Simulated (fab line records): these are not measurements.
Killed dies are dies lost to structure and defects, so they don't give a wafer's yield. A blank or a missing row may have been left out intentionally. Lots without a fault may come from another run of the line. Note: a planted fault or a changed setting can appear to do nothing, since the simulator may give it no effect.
fab line records	flow gf180mcu	part 1 of 2: steps 1 to 28 of 40
record lots=5	wafers=15	last-day=34
route steps=602 shown PSD@256 NSD@262 SAB@264 SALICIDE@278 CONTACT@287
lots with no fault: from the same line, run without faults
start-h: hours from the record's first day to the start of the lot's first wafer shown	wait-h: time in hours since the lot's previous step	" identical to the entry in the row above	L1.1+2: a single row standing in for several wafers	- no value, or no start was given	* or withheld: withheld	< > ~ a bound
route shown NAME@n: names a module that has steps shown in the file, with the first one's number in the route	usual: mean and standard deviation over wafers with no fault	same: alike in all rows	chamber/n: place in a boat	sites: readings site by site	_std_site: the standard deviation of these	_edge_site: outer sites' mean less inner sites'	radius-mm: how far each site lies from the wafer's centre	mask NAME#n: copy n	behind: the most recent tool/chamber to have shaped the wafer	hold: reason for holding the lot/hours on hold/outcome of the hold	device: which transistor (n, p or np) failed to switch	end of line: the tests these same wafers got at the end of their route	a step with no rows: only its recipe	killed: at the first sort, the dies lost to defects and structure; wafer yield is something else	map: shows each die of a wafer: x if killed, . if not, _ if none is there
set.NAME: the setting the step ran with; set.NAME@STEP: the setting that earlier step ran with	model.NAME: the simulator's own value behind a step, which no gauge read
lots at selected steps of the route; one table per step, one row per wafer
services: the hour from which a tool's chamber was out of use, counted from the record's first day as start-h (under 0 if before that day), plus the number of hours and why
## steps
# step GF_PSD_OVL_MEAS_08
# usual PSD_OVL=-1.1/1.6
lot.wafer	tool	chamber	start-h	wait-h	PSD_OVL[nm]
L074.1	overlay-01	-	317.05	0.1	-2.5
L074.3	"	-	"	"	-2.2
L074.6	"	-	"	"	-2.8
L075.3	overlay-01	-	333.46	0.1	-0.4
L075.4	"	-	"	"	0.0
L075.6	"	-	"	"	0.9
L080.3	overlay-02	-	372.01	0.1	-0.8
L080.4	"	-	"	"	-0.3
L080.6	"	-	"	"	-0.8
L085.1	overlay-01	-	414.69	0.1	1.3
L085.2	"	-	"	"	0.6
L085.6	"	-	"	"	1.2
L094.2	overlay-01	-	494.25	0.1	-1.8
L094.4	"	-	"	"	-0.3
L094.5	"	-	"	"	-1.3
# step GF_PSD_IMPLANT_09
# recipe species=BF2	energy-kev=40	dose-cm2=1.5e+15	tilt-deg=7
# same implant-ion-amu=49
lot.wafer	tool	chamber	start-h	wait-h
L074.1+3+6	implanter-03	0	317.09	0.0
L075.3+4+6	implanter-04	0	333.54	0.1
L080.3+4+6	implanter-04	0	372.09	0.1
L085.1+2+6	implanter-04	0	414.73	0.0
L094.2+4+5	implanter-02	0	494.31	0.0
# step GF_PSD_STRIP_10
# recipe chemistry=O2/N2	power-w=1400	pressure-mtorr=1500	platen-temp-c=250	o2-flow-sccm=3000	n2-flow-sccm=300	overash-fraction=0.5
# usual chamber-pressure-mTorr=1500.0/1.3	drypump-motor-current-A=5.9/0.56	heater-power-w=329/37	n2-flow-sccm=299.9/0.99	oes-product-au=0.591/0.0045	strip-time-to-endpoint-s=16.53/0.037
lot.wafer	tool	chamber	start-h	wait-h	chamber-pressure-mTorr	drypump-motor-current-A	heater-power-w	n2-flow-sccm	oes-product-au	rf-hours-counter-h	strip-time-to-endpoint-s
L074.1	plasma-asher-03	1	317.24	0.1	1500.2	6.4	326	299.9	0.591	50	16.54
L074.3	"	0	"	"	1500.6	6.4	380	302.2	0.586	-	16.55
L074.6	"	0	"	"	1497.1	6.4	391	299.8	0.588	-	16.52
L075.3	plasma-asher-02	0	333.67	0.1	1500.7	5.5	276	302.1	0.596	-	16.54
L075.4	"	1	"	"	1501.2	5.5	307	300.8	0.591	-	16.54
L075.6	"	1	"	"	1498.9	5.5	301	301.1	0.596	-	16.51
L080.3	plasma-asher-02	1	372.22	0.1	1499.9	5.5	308	301.4	0.594	-	16.52
L080.4	"	0	"	"	1501.4	5.5	275	297.8	0.593	-	16.51
L080.6	"	1	"	"	1499.8	5.5	312	301.2	0.586	-	16.49
L085.1	plasma-asher-02	0	414.88	0.1	1498.7	5.5	279	300.3	0.602	78	16.46
L085.2	"	1	"	"	1497.6	5.5	304	300.7	0.593	78	16.46
L085.6	"	0	"	"	1500.1	5.5	286	300.4	0.594	-	16.47
L094.2	plasma-asher-03	1	494.43	0.1	1498.8	6.3	326	301.0	0.584	70	16.56
L094.4	"	0	"	"	1498.8	6.4	387	300.1	0.592	-	16.62
L094.5	"	0	"	"	1499.8	6.4	383	299.8	0.586	-	16.60
# step GF_PSD_TW_MEAS_11
# usual PSD_TW=3181/19
lot.wafer	tool	chamber	start-h	wait-h	PSD_TW
L074.1	film-metro-02	-	317.34	0.1	3161
L074.3	"	-	"	"	3163
L074.6	"	-	"	"	3183
L075.3	film-metro-02	-	333.76	0.1	3163
L075.4	"	-	"	"	3174
L075.6	"	-	"	"	3168
L080.3	film-metro-02	-	372.31	0.1	3177
L080.4	"	-	"	"	3185
L080.6	"	-	"	"	3180
L085.1	film-metro-04	-	414.98	0.1	3198
L085.2	"	-	"	"	3192
L085.6	"	-	"	"	3181
L094.2	film-metro-02	-	494.54	0.1	3183
L094.4	"	-	"	"	3165
L094.5	"	-	"	"	3177
# step GF_PSD_CLEAN_12
# recipe chemistry=SC1/SC2	mix=1:4:20	temp-c=70	time-s=150	dry=n2-spin
lot.wafer	tool	chamber	start-h	wait-h
L074.1+3+6	wet-bench-04	3	317.40	0.1
L075.3+4+6	wet-bench-04	3	333.80	0.0
L080.3+4+6	wet-bench-04	0	372.35	0.0
L085.1+2+6	wet-bench-02	0	415.04	0.1
L094.2+4+5	wet-bench-04	0	494.59	0.0
# step GF_PSD_RTA_13
# recipe temp-c=1025	time-s=20	ambient=N2
# usual lamp-power-pct=32.0/2.7	wafer_temp_C_max=1030.2/1.6
lot.wafer	tool	chamber	start-h	wait-h	lamp-power-pct	wafer_temp_C_max
L074.1	rtp-anneal-01	0	317.45	0.0	34.4	1028.2
L074.3	"	0	"	"	34.5	1028.6
L074.6	"	0	"	"	34.4	1028.4
L075.3	rtp-anneal-01	0	333.87	0.0	34.4	1029.4
L075.4	"	0	"	"	34.4	1029.5
L075.6	"	0	"	"	34.4	1029.4
L080.3	rtp-anneal-01	0	372.42	0.0	34.4	1030.3
L080.4	"	0	"	"	34.5	1029.3
L080.6	"	0	"	"	34.4	1029.1
L085.1	rtp-anneal-01	0	415.09	0.0	34.4	1028.4
L085.2	"	0	"	"	34.3	1028.4
L085.6	"	0	"	"	34.5	1028.7
L094.2	rtp-anneal-02	0	494.66	0.0	29.0	1029.5
L094.4	"	0	"	"	29.0	1031.0
L094.5	"	0	"	"	29.0	1029.7
# step GF_PSD_RS_MEAS_14
# recipe thk-meas-gauge=four-point-probe
# usual NSD_RS=46.18/0.088
lot.wafer	tool	chamber	start-h	wait-h	NSD_RS[ohm/sq]
L074.1	film-metro-04	-	317.53	0.1	46.20
L074.3	"	-	"	"	46.20
L074.6	"	-	"	"	46.23
L075.3	film-metro-04	-	333.97	0.1	46.14
L075.4	"	-	"	"	46.16
L075.6	"	-	"	"	46.15
L080.3	film-metro-02	-	372.52	0.1	46.27
L080.4	"	-	"	"	46.22
L080.6	"	-	"	"	46.35
L085.1	film-metro-02	-	415.17	0.1	46.27
L085.2	"	-	"	"	46.29
L085.6	"	-	"	"	46.25
L094.2	film-metro-03	-	494.75	0.1	46.00
L094.4	"	-	"	"	46.07
L094.5	"	-	"	"	45.95
# step GF_PSD_RS_MEAS_15
# recipe thk-meas-gauge=four-point-probe
# usual PSD_RS=108.66/0.29
lot.wafer	tool	chamber	start-h	wait-h	PSD_RS[ohm/sq]
L074.1	film-metro-04	-	317.65	0.1	108.42
L074.3	"	-	"	"	108.41
L074.6	"	-	"	"	108.38
L075.3	film-metro-04	-	334.09	0.1	108.62
L075.4	"	-	"	"	108.29
L075.6	"	-	"	"	108.70
L080.3	film-metro-02	-	372.64	0.1	108.90
L080.4	"	-	"	"	108.62
L080.6	"	-	"	"	109.19
L085.1	film-metro-02	-	415.29	0.1	108.98
L085.2	"	-	"	"	108.74
L085.6	"	-	"	"	108.81
L094.2	film-metro-03	-	494.87	0.1	108.30
L094.4	"	-	"	"	108.35
L094.5	"	-	"	"	108.22
# step GF_SAB_CVD_00
# recipe material=SiO2	target-thk-nm=50	precursor=TEOS	temp-c=400	time-s=4.9302	rf-w=600
# usual heater-power-outer-w=392/63	heater-power-w=658/120
lot.wafer	tool	chamber	start-h	wait-h	heater-power-outer-w	heater-power-w
L074.1	pecvd-04	1	317.77	0.1	351	565
L074.3	"	0	"	"	482	761
L074.6	"	0	"	"	470	777
L075.3	pecvd-02	2	334.17	0.1	429	760
L075.4	"	2	"	"	432	750
L075.6	"	1	"	"	425	691
L080.3	pecvd-02	1	372.72	0.1	429	703
L080.4	"	1	"	"	450	691
L080.6	"	2	"	"	421	724
L085.1	pecvd-02	2	415.41	0.1	380	693
L085.2	"	1	"	"	432	681
L085.6	"	1	"	"	443	699
L094.2	pecvd-01	2	494.97	0.1	375	575
L094.4	"	1	"	"	316	533
L094.5	"	0	"	"	349	552
# step GF_SAB_THK_MEAS_01
# recipe reads=SiO2_of_SAB_CVD_00
# usual SAB_CVD_00_THK=50.0/0.79
lot.wafer	tool	chamber	start-h	wait-h	SAB_CVD_00_THK[nm]
L074.1	film-metro-02	-	317.79	0.0	49.0
L074.3	"	-	"	"	49.9
L074.6	"	-	"	"	50.3
L075.3	film-metro-02	-	334.21	0.0	50.4
L075.4	"	-	"	"	50.7
L075.6	"	-	"	"	49.6
L080.3	film-metro-04	-	372.76	0.0	50.4
L080.4	"	-	"	"	51.6
L080.6	"	-	"	"	50.6
L085.1	film-metro-02	-	415.43	0.0	50.5
L085.2	"	-	"	"	49.6
L085.6	"	-	"	"	50.3
L094.2	film-metro-02	-	495.00	0.0	51.0
L094.4	"	-	"	"	51.3
L094.5	"	-	"	"	52.2
# step GF_SAB_DEHYDRATE_02
# recipe temp-c=200	time-s=60
lot.wafer	tool	chamber	start-h	wait-h
L074.1+3+6	litho-track-02	0	327.43	9.6
L075.3+4+6	litho-track-03	0	344.77	10.5
L080.3+4+6	litho-track-04	0	383.83	11.1
L085.1+2+6	litho-track-03	0	426.72	11.3
L094.2+4+5	litho-track-04	0	506.30	11.3
# step GF_SAB_HMDS_03
# recipe prime-time-s=60	prime-temp-c=120
lot.wafer	tool	chamber	start-h	wait-h
L074.1+3+6	litho-track-02	0	327.58	0.1
L075.3+4+6	litho-track-03	0	344.92	0.1
L080.3+4+6	litho-track-04	0	383.98	0.1
L085.1+2+6	litho-track-03	0	426.87	0.1
L094.2+4+5	litho-track-04	0	506.45	0.1
# step GF_SAB_COAT_04
# recipe resist=NOVOLAK	spin-rpm=3000	resist-thk-nm=1000
lot.wafer	tool	chamber	start-h	wait-h
L074.1+3+6	litho-track-02	0	327.73	0.1
L075.3+4+6	litho-track-03	0	345.07	0.1
L080.3+4+6	litho-track-04	0	384.13	0.1
L085.1+2+6	litho-track-03	0	427.02	0.1
L094.2+4+5	litho-track-04	0	506.60	0.1
# step GF_SAB_SOFTBAKE_05
# recipe temp-c=90	time-s=60	resist=NOVOLAK
lot.wafer	tool	chamber	start-h	wait-h
L074.1+3+6	litho-track-02	0	327.88	0.1
L075.3+4+6	litho-track-03	0	345.22	0.1
L080.3+4+6	litho-track-04	0	384.28	0.1
L085.1+2+6	litho-track-03	0	427.17	0.1
L094.2+4+5	litho-track-04	0	506.75	0.1
# step GF_SAB_EXPOSE_06
# recipe mask-id=SAB	target-cd-nm=420	na=0.6	source-shape=conventional	sigma-outer=0.6	dose-mj=140
# usual focus-offset-nm=0.1/0.51
lot.wafer	tool	chamber	start-h	wait-h	mask	focus-offset-nm
L074.1	iline-stepper-01	0	-	-	SAB#0	0.1
L074.3	"	0	"	"	SAB#0	0.2
L074.6	"	0	"	"	SAB#0	-0.3
L075.3	iline-stepper-02	0	-	-	SAB#0	0.1
L075.4	"	0	"	"	SAB#0	1.1
L075.6	"	0	"	"	SAB#0	0.3
L080.3	iline-stepper-01	0	-	-	SAB#0	0.6
L080.4	"	0	"	"	SAB#0	0.3
L080.6	"	0	"	"	SAB#0	0.8
L085.1	iline-stepper-02	0	-	-	SAB#0	0.5
L085.2	"	0	"	"	SAB#0	0.1
L085.6	"	0	"	"	SAB#0	0.5
L094.2	iline-stepper-02	0	-	-	SAB#0	0.1
L094.4	"	0	"	"	SAB#0	0.0
L094.5	"	0	"	"	SAB#0	-0.2
# step GF_SAB_PEB_07
# recipe temp-c=withheld	time-s=*	resist=NOVOLAK
lot.wafer	tool	chamber	start-h	wait-h
L074.1+3+6	litho-track-04	0	-	-
L075.3+4+6	litho-track-02	0	-	-
L080.3+4+6	litho-track-04	0	-	-
L085.1+2+6	litho-track-03	0	-	-
L094.2+4+5	litho-track-04	0	-	-
# step GF_SAB_DEVELOP_08
# recipe develop-time-s=60	dev-temp-c=23
lot.wafer	tool	chamber	start-h	wait-h
L074.1+3+6	litho-track-04	0	338.43	0.1
L075.3+4+6	litho-track-02	0	355.78	0.1
L080.3+4+6	litho-track-04	0	396.18	0.1
L085.1+2+6	litho-track-03	0	439.67	0.1
L094.2+4+5	litho-track-04	0	518.25	0.1
# step GF_SAB_CD_MEAS_09
# recipe target-cd-nm=420
# usual cd-nm=420.5/2.5
lot.wafer	tool	chamber	start-h	wait-h	cd-nm
L074.1	cd-sem-02	-	338.58	0.1	419.2
L074.3	"	-	"	"	419.5
L074.6	"	-	"	"	419.5
L075.3	cd-sem-01	-	355.92	0.1	423.5
L075.4	"	-	"	"	426.6
L075.6	"	-	"	"	422.6
L080.3	cd-sem-01	-	396.32	0.1	420.0
L080.4	"	-	"	"	418.3
L080.6	"	-	"	"	420.2
L085.1	cd-sem-02	-	439.82	0.1	423.2
L085.2	"	-	"	"	423.7
L085.6	"	-	"	"	422.6
L094.2	cd-sem-02	-	518.40	0.1	422.7
L094.4	"	-	"	"	421.8
L094.5	"	-	"	"	424.0
# step GF_SAB_OVL_MEAS_10
# usual SAB_OVL=0.1/1.2
lot.wafer	tool	chamber	start-h	wait-h	SAB_OVL[nm]
L074.1	overlay-02	-	338.70	0.1	-0.7
L074.3	"	-	"	"	-0.9
L074.6	"	-	"	"	-0.3
L075.3	overlay-02	-	356.01	0.1	-0.8
L075.4	"	-	"	"	-0.9
L075.6	"	-	"	"	-1.1
L080.3	overlay-02	-	396.41	0.1	-0.4
L080.4	"	-	"	"	-0.7
L080.6	"	-	"	"	-2.4
L085.1	overlay-02	-	439.94	0.1	-0.4
L085.2	"	-	"	"	1.1
L085.6	"	-	"	"	0.8
L094.2	overlay-01	-	518.50	0.1	0.8
L094.4	"	-	"	"	0.6
L094.5	"	-	"	"	0.6
# step GF_SAB_ETCH_11
# recipe chemistry=C4F8/O2/Ar	mask-material=NOVOLAK	target=SiO2	target-depth-nm=55	source-w=1500	bias-w=1200	pressure-mtorr=40	c4f8-flow-sccm=withheld	O2_flow_sccm=6	Ar_flow_sccm=300	time-s=8.5
# usual chamber-pressure-mTorr=40.00/0.034	oes-product-au=1.004/0.013
lot.wafer	tool	chamber	start-h	wait-h	chamber-pressure-mTorr	oes-product-au	rf-hours-counter-h
L074.1	rie-diel-01	0	338.74	0.0	39.96	0.994	48
L074.3	"	3	"	"	39.99	0.999	119
L074.6	"	0	"	"	39.97	1.010	-
L075.3	rie-diel-01	2	356.03	0.0	40.03	0.983	0
L075.4	"	3	"	"	40.00	1.006	120
L075.6	"	2	"	"	39.99	0.976	-
L080.3	rie-diel-01	1	396.44	0.0	40.04	1.003	17
L080.4	"	3	"	"	40.01	1.017	0
L080.6	"	3	"	"	40.01	1.017	-
L085.1	rie-diel-02	0	439.97	0.0	39.97	1.016	11
L085.2	"	3	"	"	40.03	1.000	59
L085.6	"	2	"	"	39.98	1.003	-
L094.2	rie-diel-01	3	518.53	0.0	39.94	1.009	4
L094.4	"	0	"	"	39.98	1.012	53
L094.5	"	2	"	"	40.02	0.985	-
# step GF_SAB_WET_ETCH_12
# recipe chemistry=dHF	target-depth-nm=22	dry=n2-spin	target=SiO2	temp-c=25	dilution=100:1	time-s=440
lot.wafer	tool	chamber	start-h	wait-h
L074.1+3+6	wet-bench-01	2	338.76	0.0
L075.3+4+6	wet-bench-01	0	356.05	0.0
L080.3+4+6	wet-bench-04	0	396.46	0.0
L085.1+2+6	wet-bench-03	0	439.99	0.0
L094.2+4+5	wet-bench-03	1	518.57	0.0
# step GF_SAB_STRIP_13
# recipe chemistry=O2/N2	power-w=1400	pressure-mtorr=1500	platen-temp-c=250	o2-flow-sccm=3000	n2-flow-sccm=300	overash-fraction=0.5
# usual chamber-pressure-mTorr=1499.9/1.5	drypump-motor-current-A=5.9/0.4	heater-power-w=343/41	n2-flow-sccm=300.0/0.84	oes-product-au=0.710/0.0043	strip-time-to-endpoint-s=12.62/0.033
lot.wafer	tool	chamber	start-h	wait-h	chamber-pressure-mTorr	drypump-motor-current-A	heater-power-w	n2-flow-sccm	oes-product-au	rf-hours-counter-h	strip-time-to-endpoint-s
L074.1	plasma-asher-03	0	338.89	0.0	1498.3	6.4	392	299.0	0.713	52	12.61
L074.3	"	1	"	"	1502.9	6.4	332	299.6	0.710	-	12.60
L074.6	"	0	"	"	1500.7	6.4	384	300.0	0.706	-	12.64
L075.3	plasma-asher-01	1	356.22	0.0	1500.8	6.0	363	300.3	0.715	-	12.69
L075.4	"	0	"	"	1499.9	5.5	377	299.1	0.709	-	12.67
L075.6	"	0	"	"	1501.8	5.5	371	299.7	0.713	-	12.65
L080.3	plasma-asher-03	0	396.62	0.0	1501.8	6.4	381	300.2	0.713	-	12.60
L080.4	"	1	"	"	1495.5	6.4	331	299.5	0.709	-	12.61
L080.6	"	0	"	"	1499.6	6.4	378	299.9	0.703	-	12.64
L085.1	plasma-asher-02	0	440.14	0.0	1501.2	5.5	277	300.8	0.711	81	12.63
L085.2	"	1	"	"	1499.4	5.5	303	300.8	0.708	81	12.62
L085.6	"	0	"	"	1500.3	5.5	274	300.6	0.713	-	12.64
L094.2	plasma-asher-01	0	518.70	0.0	1498.5	5.5	378	299.5	0.719	8	12.63
L094.4	"	1	"	"	1502.2	5.9	392	300.2	0.706	-	12.64
L094.5	"	1	"	"	1497.4	6.0	380	298.3	0.704	-	12.57
# step GF_SALICIDE_CLEAN_00
# recipe chemistry=SC1/SC2	mix=1:4:20	temp-c=70	time-s=150
lot.wafer	tool	chamber	start-h	wait-h
L074.1+3+6	wet-bench-02	3	338.99	0.1
L075.3+4+6	wet-bench-01	2	356.28	0.0
L080.3+4+6	wet-bench-03	3	396.69	0.0
L085.1+2+6	wet-bench-01	0	440.24	0.1
L094.2+4+5	wet-bench-03	1	518.80	0.1
# step GF_SALICIDE_WET_ETCH_01
# recipe chemistry=dHF	target-depth-nm=5	dry=ipa-marangoni	target=SiO2	temp-c=25	dilution=100:1	time-s=100
lot.wafer	tool	chamber	start-h	wait-h
L074.1+3+6	wet-bench-03	1	339.04	0.0
L075.3+4+6	wet-bench-03	3	356.33	0.0
L080.3+4+6	wet-bench-01	1	396.74	0.0
L085.1+2+6	wet-bench-02	3	440.29	0.0
L094.2+4+5	wet-bench-03	2	518.85	0.0
# step GF_SALICIDE_SPUTTER_02
# recipe material=Co	target-thk-nm=10	power-w=1000	time-s=20	chamber-pressure-pa=0.4
# usual chamber-pressure-pa=0.3999/0.00071	throttle-valve-pct=29.6/0.93
lot.wafer	tool	chamber	start-h	wait-h	chamber-pressure-pa	throttle-valve-pct
L074.1	pvd-sputter-02	-	339.08	0.0	0.4006	28.9
L074.3	"	-	"	"	0.3990	29.6
L074.6	"	-	"	"	0.3999	30.6
L075.3	pvd-sputter-03	-	356.37	0.0	0.3991	30.1
L075.4	"	-	"	"	0.3988	29.0
L075.6	"	-	"	"	0.3987	28.8
L080.3	pvd-sputter-03	-	396.78	0.0	0.3994	29.3
L080.4	"	-	"	"	0.3988	30.3
L080.6	"	-	"	"	0.3992	30.1
L085.1	pvd-sputter-03	-	440.32	0.0	0.4005	29.2
L085.2	"	-	"	"	0.4000	28.8
L085.6	"	-	"	"	0.4005	30.0
L094.2	pvd-sputter-04	-	518.89	0.0	0.3998	30.4
L094.4	"	-	"	"	0.4008	29.6
L094.5	"	-	"	"	0.3988	31.8
# step GF_SALICIDE_SPUTTER_03
# recipe material=TiN	target-thk-nm=20	power-w=6500	time-s=16.7	chamber-pressure-pa=0.4
# usual chamber-pressure-pa=0.3999/0.00083	throttle-valve-pct=29.6/0.93
lot.wafer	tool	chamber	start-h	wait-h	chamber-pressure-pa	throttle-valve-pct
L074.1	pvd-sputter-02	-	339.11	0.0	0.3992	28.7
L074.3	"	-	"	"	0.4002	29.5
L074.6	"	-	"	"	0.4001	30.6
L075.3	pvd-sputter-03	-	356.40	0.0	0.3992	30.2
L075.4	"	-	"	"	0.4001	28.5
L075.6	"	-	"	"	0.3994	28.9
L080.3	pvd-sputter-03	-	396.80	0.0	0.3980	29.4
L080.4	"	-	"	"	0.4000	29.9
L080.6	"	-	"	"	0.3988	30.1
L085.1	pvd-sputter-03	-	440.35	0.0	0.3996	29.2
L085.2	"	-	"	"	0.3993	29.1
L085.6	"	-	"	"	0.3997	30.1
L094.2	pvd-sputter-04	-	518.91	0.0	0.4015	30.5
L094.4	"	-	"	"	0.4006	29.4
L094.5	"	-	"	"	0.4000	31.6
# step GF_SALICIDE_RS_MEAS_04
# recipe thk-meas-gauge=four-point-probe	reads=TiN_of_SALICIDE_SPUTTER_03+Co_of_SALICIDE_SPUTTER_02
# usual SALICIDE_TIN_RS=16.2/0.39
lot.wafer	tool	chamber	start-h	wait-h	SALICIDE_TIN_RS[ohm/sq]
L074.1	film-metro-03	-	339.13	0.0	15.9
L074.3	"	-	"	"	15.6
L074.6	"	-	"	"	16.0
L075.3	film-metro-02	-	356.47	0.1	17.0
L075.4	"	-	"	"	16.2
L075.6	"	-	"	"	16.5
L080.3	film-metro-03	-	396.87	0.1	16.5
L080.4	"	-	"	"	16.3
L080.6	"	-	"	"	16.7
L085.1	film-metro-02	-	440.38	0.0	17.0
L085.2	"	-	"	"	16.5
L085.6	"	-	"	"	16.1
L094.2	film-metro-02	-	518.96	0.0	16.0
L094.4	"	-	"	"	16.3
L094.5	"	-	"	"	16.4
# step GF_SALICIDE_THK_MEAS_05
# recipe thk-meas-gauge=xrf	reads=TiN_of_SALICIDE_SPUTTER_03
# usual SALICIDE_TIN_THK=20.1/0.36
lot.wafer	tool	chamber	start-h	wait-h	SALICIDE_TIN_THK[nm]
L074.1	film-metro-03	-	339.25	0.1	20.6
L074.3	"	-	"	"	20.0
L074.6	"	-	"	"	20.0
L075.3	film-metro-02	-	356.57	0.1	19.5
L075.4	"	-	"	"	20.1
L075.6	"	-	"	"	20.1
L080.3	film-metro-03	-	396.97	0.1	20.4
L080.4	"	-	"	"	19.8
L080.6	"	-	"	"	19.9
L085.1	film-metro-02	-	440.50	0.1	19.8
L085.2	"	-	"	"	20.0
L085.6	"	-	"	"	20.1
L094.2	film-metro-02	-	519.07	0.1	20.2
L094.4	"	-	"	"	20.6
L094.5	"	-	"	"	20.7
